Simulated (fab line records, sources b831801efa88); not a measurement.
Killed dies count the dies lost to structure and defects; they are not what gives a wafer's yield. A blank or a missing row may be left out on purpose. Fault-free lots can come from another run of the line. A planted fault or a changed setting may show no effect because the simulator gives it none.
8D (eight disciplines) problem report, filled in by code / flow sfq line / the parts of the form that need people (team, actions taken, sign-off) are left out

== 1. THE PROBLEM ==
At SFQ_TRILAYER_I1_CMP_CMP_046, time to endpoint s averages 255 s over 2 wafers from 2 lots, while fault-free wafers read 219 s, standard deviation 7.3. Measured from the usual mean, that is +4.9 standard deviations.
The step: polishes SiO2.
First observed at day 34 00:59: wafer L968.4, on cmp-01. Wafers with a number at this step in the record: 42, from 14 lots. Rule for "out", or "out of limits": more than 4 standard deviations from the usual mean. Any other wafer with a number is counted as sound.

== 2. WHAT THIS IS AND IS NOT ==
question=which readings at this step | is=time to endpoint s | is not=edge zone pressure frac, motor current A
question=which lots | is=L968, L970 | is not=L954, L956, L957, L958, L959, L960, L961, L962, L963, L964, L966, L969
question=which wafers of those lots | is=L968.4, L970.3 | is not=L968.2, L968.3, L970.4, L970.5
question=read on which tools | is=cmp-01 | is not=cmp-02
question=when | is=from day 34 00:59 | is not=up to then (35 sound wafers); but 5 sound wafers of L969, L970 came after

== 3. SUSPECTS, AND WHAT RULES EACH OUT ==
Counting: any tool at a process step up to the reading remains a suspect provided it ran every lot that is out. Sound lots after the first of them don't rule it out here, since some wafers of a struck lot are sound.
- cmp-01 at SFQ_TRILAYER_I1_CMP_CMP_046 (polishes SiO2): kept. It ran every lot that is out, first L968 (day 34 00:59); its last sound lot up to then is L966 (day 32 14:05). Its own time to endpoint s readings are out on those wafers.
- In cmp-01 at SFQ_TRILAYER_I1_CMP_CMP_046, the wafers that are out were processed in chamber 0 and their sound lot-mates in chambers 1, 2, 3.
The count leaves cmp-01 at SFQ_TRILAYER_I1_CMP_CMP_046.

== 4. THE CAUSE (what the simulator had put in) ==
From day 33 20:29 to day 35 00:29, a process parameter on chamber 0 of cmp-01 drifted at SFQ_TRILAYER_I1_CMP_CMP_046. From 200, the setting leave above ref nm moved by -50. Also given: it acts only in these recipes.
The count eliminated every tool but this one.

== 5. THE CHAIN OF EFFECTS, in route order ==
Each row: a reading where the mean over the struck wafers with a number is more than 3 standard deviations away from the usual. Readings are gone through only where the record gives a usual standard deviation; hours: the median, over the lots, of the time from a lot's start at the first step in this table giving one to that lot's start at this step; sigmas: the change measured in usual standard deviations.
hours=0; step=SFQ_TRILAYER_I1_CMP_CMP_046; reading=time to endpoint s; usual=219 s; on struck wafers=255; change=+36; sigmas=+4.9
hours=3; step=SFQ_TRILAYER_I1_METRO_MEASURE_047; reading=thk nm; usual=200.2 nm; on struck wafers=150.2; change=-50.0; sigmas=-50
hours=154; step=SFQ_TRILAYER_I1_VIA_ETCH_VIA_ETCH_052; reading=oes product au; usual=0.855 a.u.; on struck wafers=0.730; change=-0.125; sigmas=-25
Here are the process steps it includes:
- SFQ_TRILAYER_I1_CMP_CMP_046: polishes SiO2.
- SFQ_TRILAYER_I1_METRO_MEASURE_047
- SFQ_TRILAYER_I1_VIA_ETCH_VIA_ETCH_052: etches SiO2 in CHF3, stops on Nb, target depth 260 nm.
At these later measuring or inspecting steps, every struck wafer for which the step has a row has a number for every such reading, and none has moved that far: SFQ_M3_OVL_MEAS_921, SFQ_I4_BOW_MEAS_927, SFQ_I4_OVL_MEAS_928.

== 6. WHAT WOULD HAVE CAUGHT IT SOONER ==
In this record no reading fell out of limits until day 34 00:59, 4 hours after the fault had begun at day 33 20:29.
